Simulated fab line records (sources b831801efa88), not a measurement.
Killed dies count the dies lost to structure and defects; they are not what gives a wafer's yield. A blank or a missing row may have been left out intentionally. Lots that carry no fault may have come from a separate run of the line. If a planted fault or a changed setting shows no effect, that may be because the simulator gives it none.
fab line records + flow sky130
[record]
- lots = 14
- wafers = 42
- last-day = 50
route steps=708 shown SPACER@305 SD_N@352 SD_P@359 LI_CONTACT@363
lots that met no fault: from a run of the same line without faults
start-h: hours from the record's first day to the start of the lot's first wafer shown + wait-h: time in hours since the lot's previous step + " identical to the entry in the row above + L1.1+2: one row covering several wafers at once + - value missing, or start not given + * or withheld: withheld + < > ~ a bound
route shown NAME@n: NAME is a module with steps in the file, n the number in the route of the first one + usual: the fault-free wafers' mean and standard deviation + same: alike in all rows + chamber/n: place in a boat + sites: readings site by site + _std_site: their standard deviation + _edge_site: inner sites' mean taken away from outer sites' mean + radius-mm: how far each site lies from the wafer's centre + mask NAME#n: copy n + behind: tool/chamber where the wafer was last shaped + hold: the reason the lot was held/the length of the hold in hours/how it ended + device: whichever transistor did not switch (one of n, p or np) + end of line: the route-end tests of the same wafers + where a step has no rows: the recipe by itself + killed: not the wafer's yield, but the dies lost to structure and defects at the first sort + map: per-die view of a wafer (x killed, . not killed, _ where there is no die)
set.NAME: the setting the step ran with; set.NAME@STEP: the setting that earlier step ran with + model.NAME: the simulator's own value behind a step, which no gauge read
one table for each step of the route and one row for each wafer, over a sample of lots
services: the hour from which a tool's chamber was out of use, counted from the record's first day as start-h (under 0 if before that day), plus the number of hours and why
[[steps]]
[step SKY_SPACER_THK_MEAS_01]
[recipe]
- reads = Si3N4_of_SPACER_CVD_00
[usual]
- SPACER_CVD_00_THK = 43.2/0.43
| lot.wafer | tool          | chamber | start-h | wait-h | SPACER_CVD_00_THK[nm] |
|-----------|---------------|---------|---------|--------|-----------------------|
| L422.1    | film-metro-01 | -       | 532.62  | 0.0    | 43.5                  |
| L422.3    | "             | -       | "       | "      | 43.7                  |
| L422.6    | "             | -       | "       | "      | 43.6                  |
| L423.1    | film-metro-03 | -       | 537.35  | 0.0    | 42.9                  |
| L423.4    | "             | -       | "       | "      | 43.1                  |
| L423.6    | "             | -       | "       | "      | 42.7                  |
| L424.1    | film-metro-01 | -       | 550.55  | 0.0    | 43.4                  |
| L424.3    | "             | -       | "       | "      | 43.3                  |
| L424.4    | "             | -       | "       | "      | 43.1                  |
| L428.1    | film-metro-03 | -       | 585.01  | 0.0    | 43.3                  |
| L428.3    | "             | -       | "       | "      | 43.4                  |
| L428.4    | "             | -       | "       | "      | 43.6                  |
| L429.1    | film-metro-03 | -       | 596.77  | 0.0    | 43.6                  |
| L429.3    | "             | -       | "       | "      | 43.9                  |
| L429.6    | "             | -       | "       | "      | 43.9                  |
| L434.1    | film-metro-03 | -       | 630.30  | 0.0    | 42.6                  |
| L434.2    | "             | -       | "       | "      | 43.0                  |
| L434.6    | "             | -       | "       | "      | 42.9                  |
| L435.2    | film-metro-03 | -       | 641.42  | 0.0    | 43.8                  |
| L435.3    | "             | -       | "       | "      | 43.5                  |
| L435.6    | "             | -       | "       | "      | 43.4                  |
| L436.3    | film-metro-02 | -       | 650.82  | 0.0    | 42.5                  |
| L436.5    | "             | -       | "       | "      | 42.6                  |
| L436.6    | "             | -       | "       | "      | 42.4                  |
| L439.1    | film-metro-02 | -       | 686.47  | 0.0    | 43.2                  |
| L439.2    | "             | -       | "       | "      | 43.0                  |
| L439.6    | "             | -       | "       | "      | 42.9                  |
| L440.2    | film-metro-01 | -       | 686.48  | 0.0    | 43.8                  |
| L440.4    | "             | -       | "       | "      | 43.9                  |
| L440.5    | "             | -       | "       | "      | 43.5                  |
| L441.1    | film-metro-03 | -       | 687.68  | 0.0    | 43.1                  |
| L441.3    | "             | -       | "       | "      | 43.1                  |
| L441.4    | "             | -       | "       | "      | 43.1                  |
| L442.3    | film-metro-01 | -       | 692.62  | 0.0    | 43.3                  |
| L442.5    | "             | -       | "       | "      | 42.9                  |
| L442.6    | "             | -       | "       | "      | 43.2                  |
| L443.1    | film-metro-02 | -       | 704.95  | 0.0    | 43.7                  |
| L443.4    | "             | -       | "       | "      | 43.6                  |
| L443.6    | "             | -       | "       | "      | 43.6                  |
| L445.2    | film-metro-02 | -       | 721.53  | 0.0    | 42.6                  |
| L445.3    | "             | -       | "       | "      | 43.0                  |
| L445.4    | "             | -       | "       | "      | 42.5                  |
[step SKY_SD_N_IMPLANT_10]
[recipe]
- species = P
- energy-kev = 20
- dose-cm2 = 1e+14
- tilt-deg = 0
| lot.wafer  | tool         | chamber | start-h | wait-h |
|------------|--------------|---------|---------|--------|
| L422.1+3+6 | implanter-04 | 0       | 650.85  | 0.1    |
| L423.1+4+6 | implanter-04 | 0       | 655.47  | 0.1    |
| L424.1+3+4 | implanter-02 | 0       | 668.26  | 0.1    |
| L428.1+3+4 | implanter-04 | 0       | 700.96  | 0.1    |
| L428.1+3+4 | implanter-04 | 0       | 701.27  | 0.3    |
| L429.1+3+6 | implanter-02 | 0       | 712.00  | 0.1    |
| L429.1+3+6 | implanter-02 | 0       | 712.32  | 0.3    |
| L434.1+2+6 | implanter-04 | 0       | 745.31  | 0.1    |
| L435.2+3+6 | implanter-02 | 0       | 754.95  | 0.1    |
| L436.3+5+6 | implanter-03 | 0       | 763.82  | 0.1    |
| L439.1+2+6 | implanter-03 | 0       | 796.32  | 0.1    |
| L440.2+4+5 | implanter-04 | 0       | 797.45  | 0.1    |
| L441.1+3+4 | implanter-03 | 0       | 797.54  | 0.1    |
| L442.3+5+6 | implanter-04 | 0       | 803.52  | 0.1    |
| L443.1+4+6 | implanter-04 | 0       | 813.95  | 0.1    |
| L445.2+3+4 | implanter-04 | 0       | 830.28  | 0.1    |
[step SKY_SD_N_RS_MEAS_16]
[recipe]
- thk-meas-gauge = four-point-probe
[usual]
- SD_N_RS = 68.56/0.17
| lot.wafer | tool          | chamber | start-h | wait-h | SD_N_RS[ohm/sq] |
|-----------|---------------|---------|---------|--------|-----------------|
| L422.1    | film-metro-02 | -       | 651.39  | 0.1    | 68.70           |
| L422.3    | "             | -       | "       | "      | 68.72           |
| L422.6    | "             | -       | "       | "      | 68.69           |
| L423.1    | film-metro-04 | -       | 656.01  | 0.1    | 68.74           |
| L423.4    | "             | -       | "       | "      | 68.68           |
| L423.6    | "             | -       | "       | "      | 68.75           |
| L424.1    | film-metro-04 | -       | 668.79  | 0.1    | 68.58           |
| L424.3    | "             | -       | "       | "      | 68.70           |
| L424.4    | "             | -       | "       | "      | 68.68           |
| L428.1    | film-metro-02 | -       | 702.20  | 0.1    | 65.99           |
| L428.3    | "             | -       | "       | "      | 65.92           |
| L428.4    | "             | -       | "       | "      | 65.83           |
| L429.1    | film-metro-01 | -       | 712.85  | 0.1    | 65.75           |
| L429.3    | "             | -       | "       | "      | 65.71           |
| L429.6    | "             | -       | "       | "      | 65.87           |
| L434.1    | film-metro-04 | -       | 745.84  | 0.1    | 68.58           |
| L434.2    | "             | -       | "       | "      | 68.79           |
| L434.6    | "             | -       | "       | "      | 68.60           |
| L435.2    | film-metro-02 | -       | 755.48  | 0.1    | 68.57           |
| L435.3    | "             | -       | "       | "      | 68.43           |
| L435.6    | "             | -       | "       | "      | 68.42           |
| L436.3    | film-metro-02 | -       | 764.35  | 0.1    | 68.45           |
| L436.5    | "             | -       | "       | "      | 68.39           |
| L436.6    | "             | -       | "       | "      | 68.38           |
| L439.1    | film-metro-02 | -       | 796.86  | 0.1    | 68.49           |
| L439.2    | "             | -       | "       | "      | 68.57           |
| L439.6    | "             | -       | "       | "      | 68.52           |
| L440.2    | film-metro-04 | -       | 797.98  | 0.1    | 68.89           |
| L440.4    | "             | -       | "       | "      | 68.72           |
| L440.5    | "             | -       | "       | "      | 68.87           |
| L441.1    | film-metro-01 | -       | 798.08  | 0.1    | 68.47           |
| L441.3    | "             | -       | "       | "      | 68.29           |
| L441.4    | "             | -       | "       | "      | 68.40           |
| L442.3    | film-metro-04 | -       | 804.05  | 0.1    | 68.86           |
| L442.5    | "             | -       | "       | "      | 68.86           |
| L442.6    | "             | -       | "       | "      | 68.95           |
| L443.1    | film-metro-01 | -       | 814.49  | 0.1    | 68.28           |
| L443.4    | "             | -       | "       | "      | 68.46           |
| L443.6    | "             | -       | "       | "      | 68.37           |
| L445.2    | film-metro-04 | -       | 830.81  | 0.1    | 68.93           |
| L445.3    | "             | -       | "       | "      | 68.76           |
| L445.4    | "             | -       | "       | "      | 68.92           |
[step SKY_SD_N_RS_MEAS_17]
[recipe]
- thk-meas-gauge = four-point-probe
[usual]
- SD_P_RS = 145.9/0.46
| lot.wafer | tool          | chamber | start-h | wait-h | SD_P_RS[ohm/sq] |
|-----------|---------------|---------|---------|--------|-----------------|
| L422.1    | film-metro-02 | -       | 651.51  | 0.1    | 146.1           |
| L422.3    | "             | -       | "       | "      | 146.0           |
| L422.6    | "             | -       | "       | "      | 146.2           |
| L423.1    | film-metro-04 | -       | 656.13  | 0.1    | 146.3           |
| L423.4    | "             | -       | "       | "      | 146.1           |
| L423.6    | "             | -       | "       | "      | 146.2           |
| L424.1    | film-metro-04 | -       | 668.91  | 0.1    | 146.1           |
| L424.3    | "             | -       | "       | "      | 145.9           |
| L424.4    | "             | -       | "       | "      | 145.7           |
| L428.1    | film-metro-02 | -       | 702.38  | 0.2    | 146.1           |
| L428.3    | "             | -       | "       | "      | 145.4           |
| L428.4    | "             | -       | "       | "      | 145.6           |
| L429.1    | film-metro-01 | -       | 712.97  | 0.1    | 145.9           |
| L429.3    | "             | -       | "       | "      | 145.7           |
| L429.6    | "             | -       | "       | "      | 145.6           |
| L434.1    | film-metro-04 | -       | 745.96  | 0.1    | 145.6           |
| L434.2    | "             | -       | "       | "      | 146.2           |
| L434.6    | "             | -       | "       | "      | 145.5           |
| L435.2    | film-metro-02 | -       | 755.60  | 0.1    | 145.3           |
| L435.3    | "             | -       | "       | "      | 145.3           |
| L435.6    | "             | -       | "       | "      | 145.2           |
| L436.3    | film-metro-02 | -       | 764.47  | 0.1    | 145.7           |
| L436.5    | "             | -       | "       | "      | 145.6           |
| L436.6    | "             | -       | "       | "      | 145.5           |
| L439.1    | film-metro-02 | -       | 796.98  | 0.1    | 145.7           |
| L439.2    | "             | -       | "       | "      | 146.0           |
| L439.6    | "             | -       | "       | "      | 145.9           |
| L440.2    | film-metro-04 | -       | 798.10  | 0.1    | 146.6           |
| L440.4    | "             | -       | "       | "      | 146.5           |
| L440.5    | "             | -       | "       | "      | 146.0           |
| L441.1    | film-metro-01 | -       | 798.20  | 0.1    | 145.5           |
| L441.3    | "             | -       | "       | "      | 145.6           |
| L441.4    | "             | -       | "       | "      | 145.3           |
| L442.3    | film-metro-04 | -       | 804.17  | 0.1    | 146.8           |
| L442.5    | "             | -       | "       | "      | 147.0           |
| L442.6    | "             | -       | "       | "      | 146.3           |
| L443.1    | film-metro-01 | -       | 814.61  | 0.1    | 145.5           |
| L443.4    | "             | -       | "       | "      | 145.3           |
| L443.6    | "             | -       | "       | "      | 145.4           |
| L445.2    | film-metro-04 | -       | 830.93  | 0.1    | 146.6           |
| L445.3    | "             | -       | "       | "      | 146.5           |
| L445.4    | "             | -       | "       | "      | 146.7           |
[step SKY_LI_CONTACT_THK_MEAS_01]
[recipe]
- reads = PSG_of_LI_CONTACT_HDPCVD_00
[usual]
- LI_CONTACT_HDPCVD_THK = 930/9.6
| lot.wafer | tool          | chamber | start-h | wait-h | LI_CONTACT_HDPCVD_THK[nm] |
|-----------|---------------|---------|---------|--------|---------------------------|
| L422.1    | film-metro-01 | -       | 651.88  | 0.1    | 929                       |
| L422.3    | "             | -       | "       | "      | 923                       |
| L422.6    | "             | -       | "       | "      | 923                       |
| L423.1    | film-metro-02 | -       | 656.51  | 0.1    | 922                       |
| L423.4    | "             | -       | "       | "      | 920                       |
| L423.6    | "             | -       | "       | "      | 933                       |
| L424.1    | film-metro-01 | -       | 669.27  | 0.1    | 929                       |
| L424.3    | "             | -       | "       | "      | 935                       |
| L424.4    | "             | -       | "       | "      | 929                       |
| L428.1    | film-metro-01 | -       | 702.74  | 0.1    | 927                       |
| L428.3    | "             | -       | "       | "      | 929                       |
| L428.4    | "             | -       | "       | "      | 936                       |
| L429.1    | film-metro-02 | -       | 713.33  | 0.1    | 950                       |
| L429.3    | "             | -       | "       | "      | 941                       |
| L429.6    | "             | -       | "       | "      | 950                       |
| L434.1    | film-metro-01 | -       | 746.40  | 0.1    | 922                       |
| L434.2    | "             | -       | "       | "      | 939                       |
| L434.6    | "             | -       | "       | "      | 934                       |
| L435.2    | film-metro-02 | -       | 756.00  | 0.1    | 916                       |
| L435.3    | "             | -       | "       | "      | 923                       |
| L435.6    | "             | -       | "       | "      | 924                       |
| L436.3    | film-metro-01 | -       | 764.81  | 0.1    | 942                       |
| L436.5    | "             | -       | "       | "      | 925                       |
| L436.6    | "             | -       | "       | "      | 944                       |
| L439.1    | film-metro-01 | -       | 797.34  | 0.1    | 924                       |
| L439.2    | "             | -       | "       | "      | 939                       |
| L439.6    | "             | -       | "       | "      | 918                       |
| L440.2    | film-metro-02 | -       | 798.45  | 0.1    | 929                       |
| L440.4    | "             | -       | "       | "      | 935                       |
| L440.5    | "             | -       | "       | "      | 927                       |
| L441.1    | film-metro-02 | -       | 798.56  | 0.1    | 928                       |
| L441.3    | "             | -       | "       | "      | 925                       |
| L441.4    | "             | -       | "       | "      | 941                       |
| L442.3    | film-metro-02 | -       | 804.51  | 0.1    | 955                       |
| L442.5    | "             | -       | "       | "      | 933                       |
| L442.6    | "             | -       | "       | "      | 946                       |
| L443.1    | film-metro-04 | -       | 814.97  | 0.1    | 933                       |
| L443.4    | "             | -       | "       | "      | 946                       |
| L443.6    | "             | -       | "       | "      | 927                       |
| L445.2    | film-metro-02 | -       | 831.28  | 0.1    | 915                       |
| L445.3    | "             | -       | "       | "      | 921                       |
| L445.4    | "             | -       | "       | "      | 937                       |
[[services]]
| tool         | chamber | start-h | hours | kind   |
|--------------|---------|---------|-------|--------|
| implanter-02 | -       | 642.17  | 2.7   | pm     |
| implanter-03 | -       | 653.20  | 3.7   | pm     |
| implanter-04 | -       | 667.07  | 15.7  | repair |
| implanter-03 | -       | 675.83  | 10.9  | pm     |
| implanter-03 | -       | 688.82  | 0.9   | repair |
| implanter-03 | -       | 708.05  | 1.1   | repair |
| implanter-03 | -       | 729.88  | 1.1   | repair |
| implanter-02 | -       | 795.86  | 25.8  | repair |
| implanter-02 | -       | 820.43  | 1.9   | repair |
| implanter-03 | -       | 829.73  | 0.8   | repair |
[[key]]
[first-sign]
- step = SKY_SD_N_IMPLANT_10
- reading = visit
- direction = added
[effect]
- step = SKY_SD_N_RS_MEAS_16
- reading = SD_N_RS
- direction = down
- sigmas = 16
- usual = 68.56
- struck = 65.84
met-at SKY_SD_N_IMPLANT_10
struck-lots L428,L429
sort-left-out L428.1,L428.3,L428.4
tester-left-out L428,L429
not-acting-at SKY_SPACER_THK_MEAS_01,SKY_SD_N_RS_MEAS_17,SKY_LI_CONTACT_THK_MEAS_01
[earlier-fault]
- kind = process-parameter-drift
- tool = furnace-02
- chamber = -
- onset-h = 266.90
- steps = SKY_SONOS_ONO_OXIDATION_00
- channel = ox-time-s
- offset = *
- shape = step
- end-h = 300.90
- acts-in = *
- stated = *
[fault]
- kind = repeated-step-whole
- tool = implanter-02,implanter-03,implanter-04
- chamber = -
- onset-h = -
- steps = SKY_SD_N_IMPLANT_10
- times = 1
- scope = struck-lots-only
// tester-left-out: of these lots the tester's yield and bins aren't shown, on N5 and GAA mostly nor the transistor test; their killed dies are dies lost to structure and defects alone, not to doping, threshold or leakage, so they don't give the yield
// sort-left-out: the simulated sort isn't trusted on such a fault, so these wafers' sort isn't shown, and their yield isn't known
